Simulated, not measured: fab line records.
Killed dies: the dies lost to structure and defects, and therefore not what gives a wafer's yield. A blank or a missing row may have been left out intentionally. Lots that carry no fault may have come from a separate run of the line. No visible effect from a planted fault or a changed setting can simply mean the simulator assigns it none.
Which tool was responsible? -- flow gf180mcu -- 42 wafers from 14 lots sampled at 2 of the route's 602 steps

WHAT THE GAUGES SHOWED, per wafer
GF_VT_IMPLANT_OVL_MEAS_29. Usual: VT_IMPLANT_02_OVL typically reads 0.5 nm, with standard deviation 1.5.
lot,measured,on,VT_IMPLANT_02_OVL (nm),flag
L867,day 6 22:42,overlay-01,0.0 0.7 -1.0,
L868,day 7 04:51,overlay-01,-0.2 0.3 1.4,
L871,day 8 11:18,overlay-01,2.6 1.7 1.9,
L872,day 8 22:10,overlay-02,0.4 1.9 -1.3,
L873,day 9 01:49,overlay-02,0.8 1.0 0.7,
L875,day 9 08:41,overlay-02,0.2 -1.1 0.1,
L877,day 9 19:23,overlay-01,-0.2 -0.6 0.6,
L876,day 9 21:07,overlay-01,1.5 -0.8 0.1,
L880,day 10 13:04,overlay-01,0.1 -0.7 1.3,
L881,day 10 21:41,overlay-01,0.0 1.6 1.3,
L882,day 11 05:40,overlay-02,-1.8 -0.2 -2.9,
L886,day 12 05:49,overlay-01,-0.2 1.4 0.8,
L889,day 13 03:21,overlay-02,2.8 -0.5 -0.9,
L890,day 13 06:17,overlay-02,1.8 1.8 1.3,

GF_HV_LDD_OVL_MEAS_32. Usual: HV_LDD_02_OVL typically reads 0.4 nm, with standard deviation 1.4.
lot,measured,on,HV_LDD_02_OVL (nm),flag
L867,day 11 19:16,overlay-02,0.5 -0.9 1.8,
L868,day 11 23:41,overlay-02,-1.6 0.9 -0.5,
L871,day 13 11:18,overlay-02,-1.2 2.1 1.8,
L872,day 13 23:12,overlay-01,-0.1 -1.0 -0.7,
L873,day 14 06:46,overlay-01,-1.0 0.8 0.5,
L875,day 14 14:38,overlay-01,1.0 -1.5 0.2,
L877,day 15 01:05,overlay-01,2.9 1.1 2.6,
L876,day 15 04:54,overlay-02,0.8 1.3 2.4,
L880,day 16 00:38,overlay-02,-0.2 0.3 -3.6,
L881,day 16 09:53,overlay-02,-1.7 -0.4 0.3,
L882,day 17 03:20,overlay-01,0.9 2.0 0.0,
L886,day 18 06:47,overlay-01,0.1 -0.9 -0.1,
L889,day 19 11:14,overlay-02,0.7 1.2 -0.8,
L890,day 19 09:55,overlay-02,-2.4 -1.7 -1.5,

TOOL THAT RAN EACH LOT (tool first, then ch and the chambers of the sampled wafers, then the start)
There is no process step in the record ahead of these readings.

AS READ BY THE TOOLS THEMSELVES (means over the sampled wafers that have a number; for cases with no such wafer, the mark the record gives instead)
The record holds no such reading with a usual standard deviation.

THE ANSWER, worked out from the rows above alone
Rule: a lot is off if the mean of its wafers that have a number lies more than 3 standard deviations from the usual mean. Also off: a lot with no number at a reading for which 4 or more lots have one. Any other lot the step has rows for is counted as sound. First the gauges in route order, then the tools' own readings, where a lot's mean is used as printed above. The first step at which some lot is off is used, and at that step the reading that is off furthest; a lot without a number counts as furthest.
None of the lots is off at any reading shown; this tells nothing.

WHAT WAS PUT IN BY THE SIMULATOR
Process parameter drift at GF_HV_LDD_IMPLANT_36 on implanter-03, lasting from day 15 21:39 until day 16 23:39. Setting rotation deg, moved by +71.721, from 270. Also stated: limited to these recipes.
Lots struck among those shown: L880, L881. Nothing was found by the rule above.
